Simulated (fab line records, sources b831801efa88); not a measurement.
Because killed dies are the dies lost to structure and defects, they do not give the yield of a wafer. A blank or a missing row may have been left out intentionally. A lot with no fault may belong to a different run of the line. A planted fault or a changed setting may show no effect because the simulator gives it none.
Which tool did it? | flow sky130 | 8 lots with 24 wafers sampled at 2 steps, on a route of 708 steps

== WHAT THE GAUGES READ, wafer by wafer ==
SKY_SONOS_ONO_THK_MEAS_05.
lot  | measured     | on            | SONOS_ONO_CVD_04_THK (nm)
L486 | day 11 18:25 | film-metro-02 | 5.65 5.55 5.57
L487 | day 12 01:45 | film-metro-04 | 5.77 5.70 5.75
L488 | day 12 09:22 | film-metro-03 | 5.58 5.68 5.72
L489 | day 12 15:25 | film-metro-03 | 5.84 5.81 5.76
L490 | day 12 15:26 | film-metro-04 | 5.70 5.83 5.72
L491 | day 13 07:20 | film-metro-04 | 5.64 5.56 5.62
L500 | day 16 12:59 | film-metro-03 | 5.27 5.24 5.23
L501 | day 16 20:52 | film-metro-02 | 5.21 5.21 5.23

== EACH LOT AND THE TOOL THAT RAN IT (in order: tool; ch and the chambers of the sampled wafers; start) ==
lot  | SKY_SONOS_ONO_CVD_04
L486 | lpcvd-03 ch 1, day 11 17:10
L487 | lpcvd-03 ch 1, day 12 00:29
L488 | lpcvd-03 ch 1, day 12 08:07
L489 | lpcvd-03 ch 0, day 12 14:10
L490 | lpcvd-03 ch 1, day 12 14:10
L491 | lpcvd-03 ch 0, day 13 06:05
L500 | lpcvd-03 ch 1, day 16 11:43
L501 | lpcvd-03 ch 0, day 16 19:35
- SKY_SONOS_ONO_CVD_04: deposits SiO2 from SiH4/N2O, target thk 5.7199 nm.

== THE ANSWER, worked out from the rows above alone ==
Rule: what is usual is taken from the lots themselves. Put in order of their means at a reading, lots are off if they are a third of the lots or fewer, leave a main group of 4 or more, and stand apart from it by a gap of 3 or more times the standard deviation of the main group's means; of several such gaps the widest counts. The tables above print the reading to a certain number of digits; a main group whose means all agree to those digits is not used. A lot without any number at a reading at which 4 lots or more have one is off too. Where the step has rows for the other lots, those lots are counted as sound.
Off: L500, L501, at SKY_SONOS_ONO_THK_MEAS_05 (SONOS_ONO_CVD_04_THK). The main group has a mean of 5.69 nm with a standard deviation of 0.078.
If a tool, at a process step before that reading, ran all the lots that are off and no sound lot after the first of them, it fits. The gauges at SKY_SONOS_ONO_THK_MEAS_05 are tried like those tools. One fits: SKY_SONOS_ONO_CVD_04 on lpcvd-03. A fault onset in the window from L491 (day 13 06:05, its last sound lot) to L500 (day 16 11:43, its first lot off) fits.

== WHAT THE SIMULATOR HAD PUT IN ==
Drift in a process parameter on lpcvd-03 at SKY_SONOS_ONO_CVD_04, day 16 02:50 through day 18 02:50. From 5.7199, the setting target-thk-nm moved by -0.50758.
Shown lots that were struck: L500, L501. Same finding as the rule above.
